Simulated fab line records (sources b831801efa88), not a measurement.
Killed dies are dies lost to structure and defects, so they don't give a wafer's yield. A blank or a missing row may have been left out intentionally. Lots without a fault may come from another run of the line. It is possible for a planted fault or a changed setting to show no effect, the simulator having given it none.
fab line records	flow sky130
record lots=24	wafers=72	last-day=52
route steps=708 shown VT_ADJUST_HVTP@93 VT_ADJUST_LVTN@118 LDD_P@262 SD_P@328 METAL1@449 CAP2M@615
lots untouched by any fault: they come from a run of this same line in which no faults occurred
start-h: start of the lot's first displayed wafer, in hours after the record's first day	wait-h: how many hours have passed since the lot's step before this one	" as in the row above	L1.1+2: one row covering several wafers at once	- no value, or no start given	* or withheld: withheld	< > ~ a bound
route shown NAME@n: a module of which the file shows steps, and the number in the route of the first	usual: mean/standard deviation of fault-free wafers	same: alike in all rows	chamber/n: place in a boat	sites: each site's reading	_std_site: how widely they spread, as a standard deviation	_edge_site: outer sites' mean less inner sites'	radius-mm: how far each site lies from the wafer's centre	mask NAME#n: copy n	behind: the most recent tool/chamber to have shaped the wafer	hold: reason for holding the lot/hours on hold/outcome of the hold	device: which transistor (n, p or np) failed to switch	end of line: the same wafers' tests at the end of the route	a step without rows: its recipe alone	killed: not the wafer's yield, but the dies lost to structure and defects at the first sort	map: a wafer's dies, x killed, . not, _ none there
set.NAME: the run value of the setting; set.NAME@STEP: its run value at that earlier step	model.NAME: the simulator's own value behind a step, which no gauge read
steps of the route over a sample of lots; a table a step, a row a wafer
## steps
# step SKY_VT_ADJUST_HVTP_OVL_MEAS_08
# usual VT_ADJUST_HVTP_OVL=-0.9/1.3
lot.wafer	tool	chamber	start-h	wait-h	VT_ADJUST_HVTP_OVL[nm]
L074.1	overlay-02	-	164.26	0.1	-4.0
L074.3	"	-	"	"	-0.5
L074.5	"	-	"	"	-0.9
L075.1	overlay-02	-	165.10	0.1	-0.2
L075.4	"	-	"	"	-0.3
L075.5	"	-	"	"	0.1
L076.2	overlay-01	-	165.83	0.1	-0.5
L076.4	"	-	"	"	-0.4
L076.5	"	-	"	"	0.2
L077.2	overlay-02	-	166.43	0.1	-0.6
L077.3	"	-	"	"	-1.3
L077.6	"	-	"	"	-0.8
L078.2	overlay-01	-	167.77	0.1	-0.3
L078.4	"	-	"	"	1.3
L078.6	"	-	"	"	-0.2
L079.1	overlay-01	-	168.00	0.1	-1.3
L079.2	"	-	"	"	-0.1
L079.3	"	-	"	"	-0.5
L080.1	overlay-01	-	168.36	0.1	-3.6
L080.2	"	-	"	"	-2.0
L080.4	"	-	"	"	-1.9
L081.2	overlay-01	-	168.61	0.1	-0.6
L081.4	"	-	"	"	-1.2
L081.6	"	-	"	"	0.4
L082.1	overlay-01	-	168.84	0.1	0.3
L082.4	"	-	"	"	-0.8
L082.5	"	-	"	"	-1.0
L083.2	overlay-02	-	169.21	0.1	0.9
L083.4	"	-	"	"	0.3
L083.6	"	-	"	"	0.4
L084.1	overlay-02	-	169.32	0.1	-0.6
L084.3	"	-	"	"	-1.0
L084.5	"	-	"	"	-0.1
L085.2	overlay-02	-	169.57	0.1	0.3
L085.3	"	-	"	"	-0.5
L085.6	"	-	"	"	1.6
L086.2	overlay-02	-	169.69	0.1	-3.9
L086.4	"	-	"	"	-3.6
L086.6	"	-	"	"	-5.2
L087.3	overlay-01	-	169.93	0.1	-1.0
L087.5	"	-	"	"	-2.3
L087.6	"	-	"	"	-1.5
L088.2	overlay-02	-	279.60	0.1	0.2
L088.4	"	-	"	"	-3.0
L088.5	"	-	"	"	-1.2
L089.3	overlay-02	-	288.00	0.1	0.4
L089.4	"	-	"	"	0.2
L089.5	"	-	"	"	-1.6
L093.1	overlay-01	-	290.99	0.1	-1.1
L093.3	"	-	"	"	-2.2
L093.5	"	-	"	"	-3.2
L091.3	overlay-02	-	291.65	0.1	-1.8
L091.4	"	-	"	"	-0.5
L091.5	"	-	"	"	-1.6
L092.1	overlay-02	-	292.99	0.1	0.1
L092.2	"	-	"	"	-1.3
L092.4	"	-	"	"	-0.6
L094.1	overlay-02	-	293.47	0.1	-0.3
L094.3	"	-	"	"	-0.8
L094.5	"	-	"	"	-0.4
L090.1	overlay-01	-	293.94	0.1	-0.3
L090.3	"	-	"	"	1.7
L090.4	"	-	"	"	1.2
L095.4	overlay-01	-	294.13	0.1	-0.9
L095.5	"	-	"	"	-1.5
L095.6	"	-	"	"	-0.9
L097.1	overlay-01	-	296.02	0.1	-1.5
L097.3	"	-	"	"	-1.4
L097.4	"	-	"	"	-1.3
L096.1	overlay-01	-	297.31	0.1	0.1
L096.2	"	-	"	"	-2.5
L096.4	"	-	"	"	-1.4
# step SKY_VT_ADJUST_LVTN_TW_MEAS_21
# usual VT_ADJUST_LVTN_2_TW=185.8/1.1
lot.wafer	tool	chamber	start-h	wait-h	VT_ADJUST_LVTN_2_TW
L074.1	film-metro-04	-	183.93	0.1	187.0
L074.3	"	-	"	"	186.2
L074.5	"	-	"	"	186.5
L075.1	film-metro-03	-	187.08	0.1	187.4
L075.4	"	-	"	"	185.8
L075.5	"	-	"	"	187.3
L076.2	film-metro-01	-	193.79	0.1	185.5
L076.4	"	-	"	"	186.2
L076.5	"	-	"	"	185.7
L077.2	film-metro-01	-	196.54	0.1	185.0
L077.3	"	-	"	"	186.0
L077.6	"	-	"	"	183.6
L078.2	film-metro-04	-	198.67	0.1	186.7
L078.4	"	-	"	"	186.7
L078.6	"	-	"	"	187.7
L079.1	film-metro-01	-	200.81	0.1	185.4
L079.2	"	-	"	"	184.9
L079.3	"	-	"	"	185.2
L080.1	film-metro-04	-	201.18	0.1	187.0
L080.2	"	-	"	"	187.6
L080.4	"	-	"	"	187.2
L081.2	film-metro-01	-	202.29	0.1	184.7
L081.4	"	-	"	"	185.7
L081.6	"	-	"	"	185.8
L082.1	film-metro-01	-	202.66	0.1	185.5
L082.4	"	-	"	"	184.6
L082.5	"	-	"	"	184.7
L083.2	film-metro-01	-	204.79	0.1	184.2
L083.4	"	-	"	"	184.3
L083.6	"	-	"	"	185.6
L084.1	film-metro-01	-	205.08	0.1	184.6
L084.3	"	-	"	"	185.2
L084.5	"	-	"	"	186.0
L085.2	film-metro-01	-	205.92	0.1	185.6
L085.3	"	-	"	"	185.7
L085.6	"	-	"	"	185.1
L086.2	film-metro-01	-	206.22	0.1	185.7
L086.4	"	-	"	"	185.5
L086.6	"	-	"	"	184.7
L087.3	film-metro-03	-	207.30	0.1	186.5
L087.5	"	-	"	"	187.1
L087.6	"	-	"	"	187.7
L088.2	film-metro-03	-	331.89	0.1	184.5
L088.4	"	-	"	"	185.0
L088.5	"	-	"	"	186.7
L089.3	film-metro-04	-	340.83	0.1	187.8
L089.4	"	-	"	"	188.4
L089.5	"	-	"	"	188.0
L093.1	film-metro-04	-	343.13	0.1	187.0
L093.3	"	-	"	"	186.0
L093.5	"	-	"	"	188.2
L091.3	film-metro-01	-	344.25	0.1	185.7
L091.4	"	-	"	"	184.9
L091.5	"	-	"	"	184.6
L092.1	film-metro-03	-	345.94	0.1	186.8
L092.2	"	-	"	"	184.3
L092.4	"	-	"	"	184.9
L094.1	film-metro-01	-	346.23	0.1	185.1
L094.3	"	-	"	"	185.7
L094.5	"	-	"	"	185.7
L090.1	film-metro-03	-	346.83	0.1	185.6
L090.3	"	-	"	"	185.9
L090.4	"	-	"	"	186.2
L095.4	film-metro-03	-	347.51	0.1	185.5
L095.5	"	-	"	"	185.5
L095.6	"	-	"	"	185.6
L097.1	film-metro-01	-	349.41	0.1	185.7
L097.3	"	-	"	"	184.9
L097.4	"	-	"	"	185.5
L096.1	film-metro-04	-	350.93	0.1	186.7
L096.2	"	-	"	"	188.3
L096.4	"	-	"	"	187.0
# step SKY_LDD_P_CD_MEAS_07
# recipe target-cd-nm=380
# usual cd-nm=379.8/2.6
lot.wafer	tool	chamber	start-h	wait-h	cd-nm
L074.1	cd-sem-01	-	467.89	0.1	375.5
L074.3	"	-	"	"	380.9
L074.5	"	-	"	"	379.0
L075.1	cd-sem-01	-	475.52	0.1	379.1
L075.4	"	-	"	"	376.9
L075.5	"	-	"	"	379.0
L076.2	cd-sem-01	-	480.51	0.1	380.3
L076.4	"	-	"	"	382.3
L076.5	"	-	"	"	379.7
L077.2	cd-sem-01	-	489.31	0.1	380.6
L077.3	"	-	"	"	378.4
L077.6	"	-	"	"	378.2
L078.2	cd-sem-01	-	492.44	0.1	385.2
L078.4	"	-	"	"	384.1
L078.6	"	-	"	"	385.6
L079.1	cd-sem-01	-	496.89	0.1	382.3
L079.2	"	-	"	"	383.8
L079.3	"	-	"	"	382.7
L080.1	cd-sem-01	-	497.87	0.1	381.9
L080.2	"	-	"	"	381.9
L080.4	"	-	"	"	383.3
L081.2	cd-sem-02	-	499.81	0.1	377.7
L081.4	"	-	"	"	376.6
L081.6	"	-	"	"	378.2
L082.1	cd-sem-01	-	500.09	0.1	377.8
L082.4	"	-	"	"	378.2
L082.5	"	-	"	"	376.4
L083.2	cd-sem-01	-	500.46	0.1	380.9
L083.4	"	-	"	"	378.9
L083.6	"	-	"	"	382.3
L084.1	cd-sem-02	-	501.19	0.1	376.7
L084.3	"	-	"	"	379.2
L084.5	"	-	"	"	380.4
L087.3	cd-sem-02	-	503.68	0.1	376.7
L087.5	"	-	"	"	374.7
L087.6	"	-	"	"	377.0
L085.2	cd-sem-01	-	505.51	0.1	378.3
L085.3	"	-	"	"	379.5
L085.6	"	-	"	"	381.7
L086.2	cd-sem-02	-	505.81	0.1	379.5
L086.4	"	-	"	"	380.6
L086.6	"	-	"	"	384.0
L088.2	cd-sem-02	-	645.71	0.1	378.9
L088.4	"	-	"	"	379.1
L088.5	"	-	"	"	378.2
L089.3	cd-sem-02	-	658.08	0.2	380.4
L089.4	"	-	"	"	379.3
L089.5	"	-	"	"	378.0
L093.1	cd-sem-02	-	661.02	0.1	384.1
L093.3	"	-	"	"	382.1
L093.5	"	-	"	"	384.1
L091.3	cd-sem-01	-	661.96	0.1	378.6
L091.4	"	-	"	"	379.7
L091.5	"	-	"	"	379.6
L092.1	cd-sem-02	-	663.44	0.1	377.3
L092.2	"	-	"	"	377.8
L092.4	"	-	"	"	376.3
L094.1	cd-sem-02	-	664.82	0.1	379.2
L094.3	"	-	"	"	377.8
L094.5	"	-	"	"	377.7
L090.1	cd-sem-01	-	666.57	0.1	384.9
L090.3	"	-	"	"	384.7
L090.4	"	-	"	"	384.1
L095.4	cd-sem-02	-	671.35	0.1	375.8
L095.5	"	-	"	"	378.0
L095.6	"	-	"	"	380.1
L097.1	cd-sem-02	-	671.59	0.1	380.5
L097.3	"	-	"	"	378.4
L097.4	"	-	"	"	377.9
L096.1	cd-sem-01	-	672.67	0.1	378.2
L096.2	"	-	"	"	380.7
L096.4	"	-	"	"	383.8
# step SKY_SD_P_OVL_MEAS_08
# usual SD_P_OVL=1.5/1.3
lot.wafer	tool	chamber	start-h	wait-h	SD_P_OVL[nm]
L074.1	overlay-02	-	624.16	0.1	2.6
L074.3	"	-	"	"	1.2
L074.5	"	-	"	"	1.3
L075.1	overlay-01	-	631.69	0.1	-0.4
L075.4	"	-	"	"	2.0
L075.5	"	-	"	"	1.4
L076.2	overlay-01	-	636.40	0.1	2.1
L076.4	"	-	"	"	1.3
L076.5	"	-	"	"	1.4
L077.2	overlay-02	-	644.91	0.1	2.8
L077.3	"	-	"	"	0.5
L077.6	"	-	"	"	-1.7
L078.2	overlay-02	-	647.62	0.1	2.1
L078.4	"	-	"	"	0.3
L078.6	"	-	"	"	1.3
L079.1	overlay-02	-	651.24	0.1	1.9
L079.2	"	-	"	"	1.8
L079.3	"	-	"	"	1.1
L080.1	overlay-01	-	652.14	0.1	-0.8
L080.2	"	-	"	"	1.5
L080.4	"	-	"	"	1.1
L083.2	overlay-02	-	653.02	0.1	0.5
L083.4	"	-	"	"	1.7
L083.6	"	-	"	"	1.9
L082.1	overlay-01	-	653.13	0.1	4.6
L082.4	"	-	"	"	3.0
L082.5	"	-	"	"	2.6
L081.2	overlay-01	-	653.60	0.1	2.6
L081.4	"	-	"	"	2.1
L081.6	"	-	"	"	1.2
L084.1	overlay-01	-	654.41	0.1	1.2
L084.3	"	-	"	"	-1.1
L084.5	"	-	"	"	-1.2
L087.3	overlay-01	-	656.13	0.1	0.2
L087.5	"	-	"	"	1.0
L087.6	"	-	"	"	-0.5
L085.2	overlay-02	-	659.62	0.1	2.1
L085.3	"	-	"	"	2.4
L085.6	"	-	"	"	1.3
L086.2	overlay-01	-	660.20	0.1	1.4
L086.4	"	-	"	"	0.7
L086.6	"	-	"	"	1.0
L088.2	overlay-01	-	790.84	0.1	2.4
L088.4	"	-	"	"	1.0
L088.5	"	-	"	"	1.5
L089.3	overlay-01	-	803.88	0.1	1.0
L089.4	"	-	"	"	0.6
L089.5	"	-	"	"	-1.6
L093.1	overlay-02	-	804.49	0.1	0.3
L093.3	"	-	"	"	1.1
L093.5	"	-	"	"	2.0
L092.1	overlay-01	-	806.66	0.1	-0.4
L092.2	"	-	"	"	0.3
L092.4	"	-	"	"	0.0
L091.3	overlay-01	-	806.98	0.1	0.3
L091.4	"	-	"	"	0.7
L091.5	"	-	"	"	1.6
L094.1	overlay-01	-	808.51	0.1	0.6
L094.3	"	-	"	"	1.3
L094.5	"	-	"	"	2.1
L090.1	overlay-01	-	811.41	0.1	2.3
L090.3	"	-	"	"	2.5
L090.4	"	-	"	"	2.3
L095.4	overlay-01	-	812.33	0.1	3.1
L095.5	"	-	"	"	3.0
L095.6	"	-	"	"	3.6
L097.1	overlay-02	-	813.26	0.1	3.5
L097.3	"	-	"	"	2.0
L097.4	"	-	"	"	4.5
L096.1	overlay-01	-	816.79	0.1	3.8
L096.2	"	-	"	"	4.4
L096.4	"	-	"	"	1.9
# step SKY_METAL1_CD_MEAS_15
# recipe target-cd-nm=140
# usual cd-nm=139.4/1.5
lot.wafer	tool	chamber	start-h	wait-h	cd-nm
L074.1	cd-sem-01	-	802.57	-	139.1
L074.3	"	-	"	"	138.8
L074.5	"	-	"	"	137.8
L075.1	cd-sem-01	-	807.02	-	137.3
L075.4	"	-	"	"	138.6
L075.5	"	-	"	"	138.0
L076.2	cd-sem-02	-	810.84	-	140.4
L076.4	"	-	"	"	139.5
L076.5	"	-	"	"	140.8
L077.2	cd-sem-01	-	821.67	-	140.8
L077.3	"	-	"	"	138.9
L077.6	"	-	"	"	139.5
L078.2	cd-sem-01	-	822.54	-	139.8
L078.4	"	-	"	"	137.8
L078.6	"	-	"	"	137.1
L079.1	cd-sem-02	-	825.72	-	138.8
L079.2	"	-	"	"	139.8
L079.3	"	-	"	"	140.0
L080.1	cd-sem-01	-	826.07	-	140.6
L080.2	"	-	"	"	140.2
L080.4	"	-	"	"	139.7
L083.2	cd-sem-02	-	826.44	-	140.1
L083.4	"	-	"	"	139.6
L083.6	"	-	"	"	139.1
L082.1	cd-sem-01	-	827.50	-	139.8
L082.4	"	-	"	"	139.7
L082.5	"	-	"	"	140.4
L081.2	cd-sem-02	-	827.87	-	136.7
L081.4	"	-	"	"	137.0
L081.6	"	-	"	"	136.3
L084.1	cd-sem-01	-	829.50	-	141.0
L084.3	"	-	"	"	138.9
L084.5	"	-	"	"	139.9
L087.3	cd-sem-02	-	832.31	-	140.2
L087.5	"	-	"	"	139.3
L087.6	"	-	"	"	139.1
L085.2	cd-sem-02	-	833.37	-	139.6
L085.3	"	-	"	"	138.9
L085.6	"	-	"	"	139.6
L086.2	cd-sem-02	-	834.14	-	138.1
L086.4	"	-	"	"	138.8
L086.6	"	-	"	"	138.7
L088.2	cd-sem-02	-	957.27	-	141.6
L088.4	"	-	"	"	140.1
L088.5	"	-	"	"	140.5
L089.3	cd-sem-01	-	969.24	-	140.9
L089.4	"	-	"	"	140.3
L089.5	"	-	"	"	141.0
L093.1	cd-sem-02	-	970.35	-	140.6
L093.3	"	-	"	"	141.0
L093.5	"	-	"	"	140.6
L092.1	cd-sem-02	-	971.02	-	137.4
L092.2	"	-	"	"	139.3
L092.4	"	-	"	"	137.0
L091.3	cd-sem-02	-	973.31	-	141.6
L091.4	"	-	"	"	141.7
L091.5	"	-	"	"	141.5
L094.1	cd-sem-01	-	973.35	-	139.8
L094.3	"	-	"	"	140.3
L094.5	"	-	"	"	139.6
L090.1	cd-sem-02	-	975.27	-	136.8
L090.3	"	-	"	"	137.8
L090.4	"	-	"	"	138.0
L095.4	cd-sem-02	-	977.41	-	138.3
L095.5	"	-	"	"	137.7
L095.6	"	-	"	"	137.5
L097.1	cd-sem-02	-	978.52	-	143.3
L097.3	"	-	"	"	142.7
L097.4	"	-	"	"	142.4
L096.1	cd-sem-01	-	979.75	-	139.7
L096.2	"	-	"	"	138.6
L096.4	"	-	"	"	140.4
# step SKY_CAP2M_OVL_MEAS_12
# usual CAP2M_OVL=-1.1/1.5
lot.wafer	tool	chamber	start-h	wait-h	CAP2M_OVL[nm]
L074.1	overlay-01	-	996.35	0.1	0.2
L074.3	"	-	"	"	0.6
L074.5	"	-	"	"	-2.4
L075.1	overlay-02	-	1001.10	0.1	-0.2
L075.4	"	-	"	"	0.7
L075.5	"	-	"	"	-0.2
L076.2	overlay-01	-	1004.00	0.1	-2.4
L076.4	"	-	"	"	-2.2
L076.5	"	-	"	"	-1.9
L077.2	overlay-02	-	1013.95	0.1	2.0
L077.3	"	-	"	"	0.8
L077.6	"	-	"	"	-2.4
L078.2	overlay-02	-	1014.55	0.1	-2.1
L078.4	"	-	"	"	-0.2
L078.6	"	-	"	"	-2.1
L079.1	overlay-01	-	1016.70	0.1	-2.8
L079.2	"	-	"	"	-1.5
L079.3	"	-	"	"	-2.4
L080.1	overlay-02	-	1017.00	0.1	-0.1
L080.2	"	-	"	"	-1.1
L080.4	"	-	"	"	2.9
L083.2	overlay-02	-	1017.60	0.1	-1.4
L083.4	"	-	"	"	-1.0
L083.6	"	-	"	"	0.7
L082.1	overlay-01	-	1017.90	0.1	0.1
L082.4	"	-	"	"	2.0
L082.5	"	-	"	"	1.8
L081.2	overlay-01	-	1019.10	0.1	-0.2
L081.4	"	-	"	"	-0.1
L081.6	"	-	"	"	0.0
L084.1	overlay-02	-	1019.40	0.1	0.6
L084.3	"	-	"	"	1.4
L084.5	"	-	"	"	-0.1
L087.3	overlay-02	-	1027.01	0.1	-1.5
L087.5	"	-	"	"	-2.1
L087.6	"	-	"	"	-2.5
L085.2	overlay-02	-	1027.30	0.1	-1.1
L085.3	"	-	"	"	-2.8
L085.6	"	-	"	"	-2.2
L086.2	overlay-01	-	1027.40	0.1	-3.2
L086.4	"	-	"	"	-2.9
L086.6	"	-	"	"	-2.1
L088.2	overlay-01	-	1132.00	0.1	-2.6
L088.4	"	-	"	"	-0.3
L088.5	"	-	"	"	-2.1
L089.3	overlay-02	-	1141.98	0.1	0.3
L089.4	"	-	"	"	-3.1
L089.5	"	-	"	"	-2.1
L092.1	overlay-02	-	1143.40	0.1	0.7
L092.2	"	-	"	"	-0.2
L092.4	"	-	"	"	0.3
L091.3	overlay-01	-	1144.76	0.1	-1.5
L091.4	"	-	"	"	-1.4
L091.5	"	-	"	"	-1.7
L094.1	overlay-02	-	1145.23	0.2	-4.3
L094.3	"	-	"	"	-3.0
L094.5	"	-	"	"	-3.2
L090.1	overlay-01	-	1146.65	0.1	0.2
L090.3	"	-	"	"	-1.9
L090.4	"	-	"	"	0.7
L095.4	overlay-01	-	1147.37	0.1	-1.1
L095.5	"	-	"	"	-3.1
L095.6	"	-	"	"	-2.5
L097.1	overlay-01	-	1148.10	0.1	-3.0
L097.3	"	-	"	"	-2.9
L097.4	"	-	"	"	-3.0
L096.1	overlay-02	-	1149.05	0.1	-1.1
L096.2	"	-	"	"	-1.5
L096.4	"	-	"	"	-0.2
L093.1	overlay-01	-	1150.00	0.1	1.9
L093.3	"	-	"	"	0.4
L093.5	"	-	"	"	0.0
## key
fault none
